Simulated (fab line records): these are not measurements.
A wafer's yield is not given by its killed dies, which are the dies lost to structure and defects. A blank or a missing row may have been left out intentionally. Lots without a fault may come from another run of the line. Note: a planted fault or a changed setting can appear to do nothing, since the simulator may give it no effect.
One fault seen from 2 desks | flow sky130 | what lay behind the numbers comes last; until then each desk has only its own

== FROM THE METROLOGY DESK ==
What the gauges read for every lot (on any tool): the sampled wafers with a number, averaged. Marked OUT: a lot whose mean sits more than 4 standard deviations from the usual mean, which makes it out of limits; the brackets give that distance.
Columns: A = VT_ADJUST_NCORE_OVL at SKY_VT_ADJUST_NCORE_OVL_MEAS_08, usual 0.3 nm; B = cd-nm at SKY_POLY_GATE_CD_MEAS_13, usual 150.3 nm; C = LDD_HVN_TW at SKY_LDD_HVN_TW_MEAS_10, usual 1446
lot  | first seen here | A    | B     | C
L583 | day 8 16:32     | -1.9 | 148.1 | 1435
L584 | day 8 22:38     | 0.4  | 151.4 | 1429
L585 | day 9 06:23     | -0.7 | 148.9 | 1456
L586 | day 9 12:48     | -0.3 | 150.7 | 1423
L587 | day 9 17:41     | 1.6  | 150.0 | 1461
L592 | day 11 05:23    | 1.8  | 150.8 | 1300 (-9.8) OUT
L595 | day 12 03:47    | 1.2  | 150.2 | 1317 (-8.6) OUT
L597 | day 12 16:47    | -0.0 | 149.6 | 1457
L599 | day 13 09:22    | 2.7  | 153.3 | 1433
L603 | day 14 16:52    | -1.8 | 148.6 | 1447
L604 | day 14 22:41    | 1.3  | 150.9 | 1466
L606 | day 15 11:28    | -1.1 | 149.0 | 1465
Per this desk, out of limits: L592, L595; the first was L592, day 23 19:58 (LDD_HVN_TW at SKY_LDD_HVN_TW_MEAS_10). In limits: L583, L584, L585, L586, L587, L597, L599, L603, L604, L606.

== DESK OF THE TOOL OWNER: implanter-04 ==
The tool's own readings at SKY_LDD_HVN_IMPLANT_08: means of the sampled wafers that have a number, for each lot that ran on this tool. Marked OUT: a lot whose mean sits more than 4 standard deviations from the usual mean, which makes it out of limits; the brackets give that distance.
Columns: A = beam-energy-keV at SKY_LDD_HVN_IMPLANT_08, usual 59.995
lot  | first seen here | A
L583 | day 20 15:21    | 59.993
L585 | day 21 08:28    | 59.996
L592 | day 23 19:44    | 40.885 (-99 or more) OUT
L595 | day 24 23:17    | 40.867 (-99 or more) OUT
This desk's finding: out of limits on L592, L595; first on L592, day 23 19:44 (beam-energy-keV at SKY_LDD_HVN_IMPLANT_08). In limits: L583, L585.

== BROUGHT TOGETHER ==
On L592, L595, at day 23 19:44, an alarm was possible from the tool owner's desk.
An alarm was possible from the metrology desk at day 23 19:58, on L592, L595.
Every lot named ran SKY_LDD_HVN_IMPLANT_08 on implanter-04.

== WHAT WAS PUT IN BY THE SIMULATOR ==
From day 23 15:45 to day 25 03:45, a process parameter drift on implanter-04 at SKY_LDD_HVN_IMPLANT_08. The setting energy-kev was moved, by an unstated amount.
Lots struck among those shown: L592, L595.
Counting hours from when the fault started, the first reading out of limits came at 4 for the tool owner's desk and at 4 for the metrology desk.
